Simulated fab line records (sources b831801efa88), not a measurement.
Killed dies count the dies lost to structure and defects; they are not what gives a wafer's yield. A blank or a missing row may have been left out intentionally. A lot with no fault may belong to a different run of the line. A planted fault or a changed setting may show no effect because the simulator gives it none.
Code-filled problem report in 8D (eight disciplines) form	flow sky130	the parts of the form that need people (team, actions taken, sign-off) are left out

## 1. THE PROBLEM
Wafers without a fault read 79 s, standard deviation 3.3; run-length-s at SKY_FIELD_ISO_WET_ETCH_30 reads a mean of 58 s on 6 wafers belonging to 2 lots. That is -6.5 standard deviations from the usual mean.
The step: etches SiO2 in dHF, target depth 25 nm, time 50 s.
The first sign was on wafer L512.1 at day 4 17:38, on wet-bench-01. The record has a number at this step for 18 wafers belonging to 6 lots. The rule behind "out" and "out of limits": a value lying over 4 standard deviations away from the usual mean. Any other wafer with a number is counted as sound.

## 2. WHAT IT IS AND WHAT IT IS NOT
question	is	is not
which readings at this step	run-length-s	-
which lots	L512, L513	L504, L507, L522, L523
which wafers of those lots	all that have a number	-
read on which tools	wet-bench-01	wet-bench-02, wet-bench-03
when	from day 4 17:38	up to then (6 sound wafers); but 6 sound wafers of L522, L523 came after

## 3. SUSPECTS, AND WHAT RULES EACH OUT
Counting: a tool at a process step up to the reading stays a suspect if it ran every lot that is out and no sound lot after the first of them.
- cmp-02 at SKY_FIELD_ISO_CMP_27 (polishes, stops on Si3N4, t overpolish 16 s, target thk 457.8 nm): kept. It ran every lot that is out, first L512 (day 4 16:46), and no sound lot after that.
- wet-bench-01 at SKY_FIELD_ISO_WET_ETCH_30 (etches SiO2 in dHF, target depth 25 nm, time 50 s): kept. It ran every lot that is out, first L512 (day 4 17:38), and no sound lot after that; its last sound lot up to then is L507 (day 3 12:19). Its own readings are out on those wafers: run-length-s.
What counting leaves: cmp-02 at SKY_FIELD_ISO_CMP_27 and wet-bench-01 at SKY_FIELD_ISO_WET_ETCH_30.

## 4. THE CAUSE (what the simulator had put in)
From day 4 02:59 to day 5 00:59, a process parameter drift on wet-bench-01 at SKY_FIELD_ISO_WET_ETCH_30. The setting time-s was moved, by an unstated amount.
This tool is one of the 2 suspects left after counting.

## 5. THE CHAIN OF EFFECTS, in route order
One row per reading whose mean, taken over the struck wafers that have a number, lies over 3 standard deviations from the usual. Scope: only readings with a usual standard deviation given in the record; hours: median across lots of the time from each lot's start at the first step in this table that gives one to its start at this step; sigmas: change in usual standard deviations.
hours	step	reading	usual	on struck wafers	change	sigmas
0	SKY_FIELD_ISO_WET_ETCH_30	run-length-s	79 s	58	-22	-6.5
Process steps it contains:
- SKY_FIELD_ISO_WET_ETCH_30: etches SiO2 in dHF, target depth 25 nm, time 50 s.
Later measuring or inspecting steps at which every struck wafer that the step has a row for has a number for every such reading, and none has moved that far: SKY_NWELL_THK_MEAS_02, SKY_DNWELL_TW_MEAS_09, SKY_PWDE_OVL_MEAS_07, SKY_PWDE_TW_MEAS_10.

## 6. HOW IT WOULD HAVE BEEN CAUGHT EARLIER
First out-of-limits reading in this record: day 4 17:38, which is 15 hours after fault onset at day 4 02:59.
